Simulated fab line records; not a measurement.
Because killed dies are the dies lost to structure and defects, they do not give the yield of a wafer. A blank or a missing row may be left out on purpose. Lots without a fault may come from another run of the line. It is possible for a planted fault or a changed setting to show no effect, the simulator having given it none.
fab line records | flow sfq-line
record: lots: 15 | wafers: 45 | last-day: 87
route steps=325 shown INCOMING@1 I1@81 M5@207 C5@246
lots with no fault: from the same line, run without faults
start-h: start of the lot's first displayed wafer, in hours after the record's first day | wait-h: hours since the lot's step before | " same as the row above | L1.1+2: one row covering several wafers at once | - no value, or no start given | * or withheld: withheld | < > ~ a bound
route shown NAME@n: a module of which the file shows steps, and the number in the route of the first | usual: average and standard deviation across the fault-free wafers | same: alike in all rows | chamber/n: place in a boat | sites: per-site readings | _std_site: how widely they spread, as a standard deviation | _edge_site: mean of outer sites minus mean of inner sites | radius-mm: for every site, how far away it sits from the centre of the wafer | mask NAME#n: copy n | behind: tool/chamber where the wafer was last shaped | hold: why the lot went on hold/how many hours it stayed there/how the hold came to an end | device: the transistor (n, p or np) that didn't switch | end of line: at the end of the route, the tests of the same wafers | for a step that has no rows: nothing shown but its recipe | killed: not the wafer's yield, but the dies lost to structure and defects at the first sort | map: dies across one wafer; x = killed, . = not, _ = none there
set.NAME: the setting as run; set.NAME@STEP: as run at that earlier step | model.NAME: the simulator's own value behind a step, which no gauge read
route steps across a sampled set of lots; one table per step, one row per wafer
services: a tool's chamber out of use, with start hour (start-h, from the record's first day; less than 0 if before it), hours out, and reason
== steps ==
step: SFQ_INCOMING_BOW_MEAS_900
recipe: mode: bow
usual: INCOMING_BOW: 1/6.9
lot.wafer | tool          | chamber | start-h | wait-h | INCOMING_BOW[um]
L759.2    | film-metro-02 | -       | 10.02   | -      | 5
L759.4    | "             | -       | "       | "      | 5
L759.6    | "             | -       | "       | "      | 9
L760.1    | film-metro-02 | -       | 15.00   | -      | -3
L760.3    | "             | -       | "       | "      | 12
L760.6    | "             | -       | "       | "      | 5
L762.1    | film-metro-01 | -       | 25.00   | -      | 1
L762.2    | "             | -       | "       | "      | 2
L762.5    | "             | -       | "       | "      | -13
L763.2    | film-metro-01 | -       | 30.02   | -      | 2
L763.5    | "             | -       | "       | "      | -3
L763.6    | "             | -       | "       | "      | 2
L764.3    | film-metro-03 | -       | 35.04   | -      | 4
L764.4    | "             | -       | "       | "      | -8
L764.6    | "             | -       | "       | "      | 0
L767.2    | film-metro-03 | -       | 50.02   | -      | -6
L767.3    | "             | -       | "       | "      | 13
L767.6    | "             | -       | "       | "      | 3
L768.1    | film-metro-01 | -       | 55.00   | -      | 14
L768.3    | "             | -       | "       | "      | 12
L768.6    | "             | -       | "       | "      | -3
L769.3    | film-metro-01 | -       | 60.04   | -      | 0
L769.4    | "             | -       | "       | "      | -1
L769.6    | "             | -       | "       | "      | 4
L770.2    | film-metro-03 | -       | 65.02   | -      | 4
L770.3    | "             | -       | "       | "      | -9
L770.6    | "             | -       | "       | "      | -4
L776.1    | film-metro-02 | -       | 95.00   | -      | -2
L776.3    | "             | -       | "       | "      | 5
L776.6    | "             | -       | "       | "      | 5
L777.2    | film-metro-02 | -       | 100.02  | -      | -2
L777.5    | "             | -       | "       | "      | 2
L777.6    | "             | -       | "       | "      | -7
L778.3    | film-metro-03 | -       | 105.04  | -      | 2
L778.4    | "             | -       | "       | "      | 2
L778.6    | "             | -       | "       | "      | 5
L780.1    | film-metro-02 | -       | 115.00  | -      | -7
L780.3    | "             | -       | "       | "      | -5
L780.6    | "             | -       | "       | "      | -10
L781.3    | film-metro-01 | -       | 120.04  | -      | -1
L781.4    | "             | -       | "       | "      | 11
L781.5    | "             | -       | "       | "      | 12
L782.1    | film-metro-02 | -       | 125.00  | -      | -1
L782.2    | "             | -       | "       | "      | 14
L782.3    | "             | -       | "       | "      | 3
step: SFQ_TRILAYER_I1_VIA_LITHO_PEB_052
recipe: peb-temp-c: 115 | peb-time-s: 60 | resist: KrF
usual: chill-plate-temp-C: 23.00/0.11 | exhaust-pa: 44.7/0.97
lot.wafer | tool           | chamber | start-h | wait-h | chill-plate-temp-C | exhaust-pa
L759.2    | litho-track-02 | 0       | 380.97  | 0.8    | 23.03              | 43.6
L759.4    | "              | 0       | "       | "      | 22.89              | 44.7
L759.6    | "              | 0       | "       | "      | 22.98              | 43.2
L760.1    | litho-track-02 | 0       | 394.15  | 1.0    | 22.99              | 45.9
L760.3    | "              | 0       | "       | "      | 23.07              | 45.2
L760.6    | "              | 0       | "       | "      | 23.11              | 46.2
L762.1    | litho-track-01 | 0       | 422.50  | 1.0    | 22.90              | 43.5
L762.2    | "              | 0       | "       | "      | 23.00              | 45.6
L762.5    | "              | 0       | "       | "      | 22.91              | 44.5
L763.2    | litho-track-02 | 0       | 429.72  | 0.8    | 23.11              | 45.7
L763.5    | "              | 0       | "       | "      | 23.16              | 45.3
L763.6    | "              | 0       | "       | "      | 23.09              | 45.8
L764.3    | litho-track-03 | 0       | 436.95  | 0.7    | 22.89              | 45.1
L764.4    | "              | 0       | "       | "      | 23.08              | 45.9
L764.6    | "              | 0       | "       | "      | 23.05              | 45.6
L767.2    | litho-track-02 | -       | 452.52  | 0.8    | -                  | -
L767.3    | "              | -       | "       | "      | -                  | -
L767.6    | "              | -       | "       | "      | -                  | -
L768.1    | litho-track-02 | -       | 469.22  | 1.0    | -                  | -
L768.3    | "              | -       | "       | "      | -                  | -
L768.6    | "              | -       | "       | "      | -                  | -
L769.3    | litho-track-02 | -       | 477.67  | 0.7    | -                  | -
L769.4    | "              | -       | "       | "      | -                  | -
L769.6    | "              | -       | "       | "      | -                  | -
L770.2    | litho-track-02 | 0       | 488.96  | 0.8    | 23.03              | 45.4
L770.3    | "              | 0       | "       | "      | 23.00              | 44.2
L770.6    | "              | 0       | "       | "      | 22.95              | 44.7
L776.1    | litho-track-03 | 0       | 519.03  | -      | 23.02              | 44.4
L776.3    | "              | 0       | "       | "      | 23.06              | 44.8
L776.6    | "              | 0       | "       | "      | 22.81              | 43.6
L777.2    | litho-track-02 | 0       | 524.96  | 0.8    | 23.06              | 44.4
L777.5    | "              | 0       | "       | "      | 23.11              | 45.1
L777.6    | "              | 0       | "       | "      | 22.92              | 44.7
L778.3    | litho-track-02 | 0       | 526.19  | 0.7    | 23.00              | 44.7
L778.4    | "              | 0       | "       | "      | 23.03              | 45.2
L778.6    | "              | 0       | "       | "      | 23.06              | 45.1
L780.1    | litho-track-01 | 0       | 534.54  | 1.0    | 23.09              | 44.4
L780.3    | "              | 0       | "       | "      | 23.11              | 44.6
L780.6    | "              | 0       | "       | "      | 22.93              | 44.2
L781.3    | litho-track-03 | 0       | 544.19  | 0.7    | 23.13              | 46.4
L781.4    | "              | 0       | "       | "      | 23.04              | 45.9
L781.5    | "              | 0       | "       | "      | 23.10              | 45.0
L782.1    | litho-track-01 | 0       | 547.54  | 1.0    | 22.97              | 44.9
L782.2    | "              | 0       | "       | "      | 23.00              | 44.5
L782.3    | "              | 0       | "       | "      | 22.94              | 46.0
step: SFQ_TRILAYER_M5_STRIP_STRIP_127
recipe: gas: O2 | power-w: 200 | platen-temp-c: 40 | overash-fraction: 0.65 | chemistry: O2 | pressure-mtorr: 50
usual: chamber-pressure-mTorr: 50.01/0.042 | drypump-motor-current-A: 5.6/0.47 | oes-product-au: 0.995/0.0073
lot.wafer | tool         | chamber | start-h | wait-h | chamber-pressure-mTorr | drypump-motor-current-A | oes-product-au | rf-hours-counter-h
L759.2    | rie-metal-01 | 0       | 1291.20 | 0.1    | 49.97                  | 5.4                     | 0.994          | 82
L759.4    | "            | 1       | "       | "      | 50.06                  | 5.4                     | 1.006          | -
L759.6    | "            | 0       | "       | "      | 50.07                  | 5.3                     | 0.997          | -
L760.1    | rie-metal-02 | 0       | 1297.20 | 0.1    | 49.98                  | 5.5                     | 0.996          | 13
L760.3    | "            | 0       | "       | "      | 49.96                  | 5.5                     | 1.001          | -
L760.6    | "            | 0       | "       | "      | 50.09                  | 5.5                     | 0.988          | -
L762.1    | rie-metal-02 | 0       | 1370.65 | 0.1    | 50.00                  | 5.5                     | 0.985          | 25
L762.2    | "            | 1       | "       | "      | 49.94                  | 5.7                     | 0.999          | 51
L762.5    | "            | 1       | "       | "      | 49.98                  | 5.7                     | 0.989          | -
L763.2    | rie-metal-03 | 0       | 1377.47 | 0.1    | 50.01                  | 5.1                     | 1.006          | 49
L763.5    | "            | 1       | "       | "      | 50.01                  | 6.4                     | 0.988          | -
L763.6    | "            | 0       | "       | "      | 49.93                  | 5.1                     | 0.994          | -
L764.3    | rie-metal-03 | 1       | 1383.67 | 0.3    | 50.02                  | 6.4                     | 0.986          | -
L764.4    | "            | 0       | "       | "      | 50.07                  | 5.1                     | 1.008          | -
L764.6    | "            | 1       | "       | "      | 50.02                  | 6.4                     | 0.993          | -
L767.2    | rie-metal-03 | 0       | 1442.52 | 0.1    | 50.08                  | 5.1                     | 1.007          | 56
L767.3    | "            | 1       | "       | "      | 49.91                  | 6.4                     | 0.997          | -
L767.6    | "            | 1       | "       | "      | 50.03                  | 6.4                     | 0.997          | -
L768.1    | rie-metal-01 | 0       | 1444.92 | 0.1    | 50.01                  | 5.3                     | 1.001          | 97
L768.3    | "            | 1       | "       | "      | 49.98                  | 5.4                     | 1.003          | -
L768.6    | "            | 1       | "       | "      | 50.00                  | 5.4                     | 1.007          | -
L769.3    | rie-metal-02 | 0       | 1446.32 | 0.3    | 50.01                  | 5.5                     | 0.995          | -
L769.4    | "            | 1       | "       | "      | 49.93                  | 5.7                     | 0.992          | -
L769.6    | "            | 0       | "       | "      | 50.01                  | 5.5                     | 0.991          | -
L770.2    | rie-metal-02 | 1       | 1449.85 | 0.1    | 49.97                  | 5.7                     | 0.985          | 63
L770.3    | "            | 1       | "       | "      | 50.02                  | 5.7                     | 0.987          | -
L770.6    | "            | 1       | "       | "      | 50.05                  | 5.7                     | 0.995          | -
L776.1    | rie-metal-03 | 1       | 1463.05 | 0.1    | 50.04                  | 6.4                     | 0.985          | 34
L776.3    | "            | 0       | "       | "      | 49.99                  | 5.1                     | 0.989          | -
L776.6    | "            | 1       | "       | "      | 49.96                  | 6.5                     | 1.001          | -
L777.2    | rie-metal-03 | 0       | 1465.45 | 0.1    | 50.00                  | 5.1                     | 0.992          | 59
L777.5    | "            | 0       | "       | "      | 50.02                  | 5.1                     | 0.991          | -
L777.6    | "            | 1       | "       | "      | 49.99                  | 6.4                     | 1.002          | -
L778.3    | rie-metal-03 | 1       | 1469.25 | 0.3    | 50.00                  | 6.4                     | 0.998          | -
L778.4    | "            | 0       | "       | "      | 50.03                  | 5.1                     | 0.992          | -
L778.6    | "            | 0       | "       | "      | 49.99                  | 5.1                     | 0.992          | -
L780.1    | rie-metal-03 | 0       | 1472.65 | 0.1    | 50.04                  | 5.1                     | 0.982          | 62
L780.3    | "            | 0       | "       | "      | 50.07                  | 5.1                     | 0.990          | -
L780.6    | "            | 0       | "       | "      | 50.02                  | 5.1                     | 1.004          | -
L781.3    | rie-metal-02 | 0       | 1474.05 | 0.3    | 49.97                  | 5.5                     | 0.987          | -
L781.4    | "            | 1       | "       | "      | 49.96                  | 5.7                     | 0.999          | -
L781.5    | "            | 1       | "       | "      | 49.96                  | 5.7                     | 0.982          | -
L782.1    | rie-metal-01 | 1       | 1476.25 | 0.1    | 49.99                  | 5.4                     | 1.006          | 53
L782.2    | "            | 0       | "       | "      | 50.03                  | 5.3                     | 1.005          | 104
L782.3    | "            | 1       | "       | "      | 49.95                  | 5.4                     | 1.010          | -
step: SFQ_C5_OVL_MEAS_937
usual: C5_OVL: -1/4.8
lot.wafer | tool       | chamber | start-h | wait-h | C5_OVL[nm]
L759.2    | overlay-02 | -       | 1432.01 | 0.1    | 4
L759.4    | "          | -       | "       | "      | -1
L759.6    | "          | -       | "       | "      | 0
L760.1    | overlay-01 | -       | 1436.69 | 0.1    | 8
L760.3    | "          | -       | "       | "      | 6
L760.6    | "          | -       | "       | "      | 4
L762.1    | overlay-02 | -       | 1520.78 | 0.1    | 0
L762.2    | "          | -       | "       | "      | -1
L762.5    | "          | -       | "       | "      | 0
L763.2    | overlay-02 | -       | 1523.18 | 0.1    | 2
L763.5    | "          | -       | "       | "      | 5
L763.6    | "          | -       | "       | "      | 2
L764.3    | overlay-02 | -       | 1627.85 | 0.1    | -4
L764.4    | "          | -       | "       | "      | -3
L764.6    | "          | -       | "       | "      | 5
L768.1    | overlay-01 | -       | 1732.20 | 0.1    | -
L768.3    | "          | -       | "       | "      | -
L768.6    | "          | -       | "       | "      | -
L767.2    | overlay-01 | -       | 1796.56 | 0.1    | -
L767.3    | "          | -       | "       | "      | -
L767.6    | "          | -       | "       | "      | -
L769.3    | overlay-02 | -       | 1798.97 | 0.1    | -
L769.4    | "          | -       | "       | "      | -
L769.6    | "          | -       | "       | "      | -
L770.2    | overlay-02 | -       | 1804.96 | 0.1    | 0
L770.3    | "          | -       | "       | "      | -1
L770.6    | "          | -       | "       | "      | 1
L776.1    | overlay-01 | -       | 1821.75 | 0.1    | -4
L776.3    | "          | -       | "       | "      | -8
L776.6    | "          | -       | "       | "      | 0
L777.2    | overlay-01 | -       | 1825.36 | 0.1    | -3
L777.5    | "          | -       | "       | "      | -3
L777.6    | "          | -       | "       | "      | -2
L778.3    | overlay-01 | -       | 1831.37 | 0.1    | -1
L778.4    | "          | -       | "       | "      | -5
L778.6    | "          | -       | "       | "      | -9
L780.1    | overlay-01 | -       | 1837.35 | 0.1    | -4
L780.3    | "          | -       | "       | "      | -6
L780.6    | "          | -       | "       | "      | -9
L781.3    | overlay-01 | -       | 1839.77 | 0.1    | -1
L781.4    | "          | -       | "       | "      | 0
L781.5    | "          | -       | "       | "      | -4
L782.1    | overlay-01 | -       | 1842.15 | 0.1    | -9
L782.2    | "          | -       | "       | "      | 0
L782.3    | "          | -       | "       | "      | -6
== services ==
tool         | chamber | start-h | hours | kind
rie-metal-01 | -       | 436.29  | 0.4   | repair
rie-metal-03 | -       | 455.45  | 28.1  | pm
rie-metal-01 | -       | 484.38  | 0.6   | repair
rie-metal-01 | 1       | 509.90  | 7.3   | repair
rie-metal-01 | 1       | 664.16  | 7.1   | repair
rie-metal-01 | 1       | 787.70  | 9.2   | repair
rie-metal-03 | -       | 826.92  | 0.3   | repair
rie-metal-01 | 0       | 926.30  | 4.1   | repair
rie-metal-03 | 0       | 951.51  | 14.5  | repair
rie-metal-03 | 0       | 987.96  | 2.3   | repair
rie-metal-03 | 0       | 1014.97 | -     | clean
rie-metal-03 | 0       | 1014.97 | 18.4  | scheduled-down
rie-metal-03 | 0       | 1014.97 | 18.4  | vent-cycle
rie-metal-03 | -       | 1076.03 | 0.2   | repair
rie-metal-02 | 0       | 1104.73 | 6.1   | repair
rie-metal-01 | -       | 1123.86 | 2.8   | pm
rie-metal-03 | -       | 1167.12 | 2.8   | pm
rie-metal-03 | 1       | 1169.87 | -     | clean
rie-metal-01 | -       | 1185.28 | 0.4   | repair
rie-metal-03 | 0       | 1243.42 | 7.5   | repair
rie-metal-02 | 1       | 1300.91 | 8.0   | repair
rie-metal-03 | -       | 1337.53 | 1.4   | pm
rie-metal-02 | -       | 1354.97 | 2.8   | pm
rie-metal-01 | -       | 1355.48 | 28.1  | pm
== key ==
first-sign: step: SFQ_TRILAYER_I1_VIA_LITHO_PEB_052 | reading: tool-record | direction: missing
effect none on later readings
met-at SFQ_TRILAYER_I1_VIA_LITHO_PEB_052
struck-lots L767,L768,L769
not-acting-at SFQ_INCOMING_BOW_MEAS_900,SFQ_TRILAYER_M5_STRIP_STRIP_127,SFQ_C5_OVL_MEAS_937
onset-between 429.72 452.52
fault: kind: skipped-step-whole | tool: litho-track-02 | chamber: - | onset-h: 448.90 | steps: SFQ_TRILAYER_I1_VIA_LITHO_PEB_052 | scope: struck-lots-only
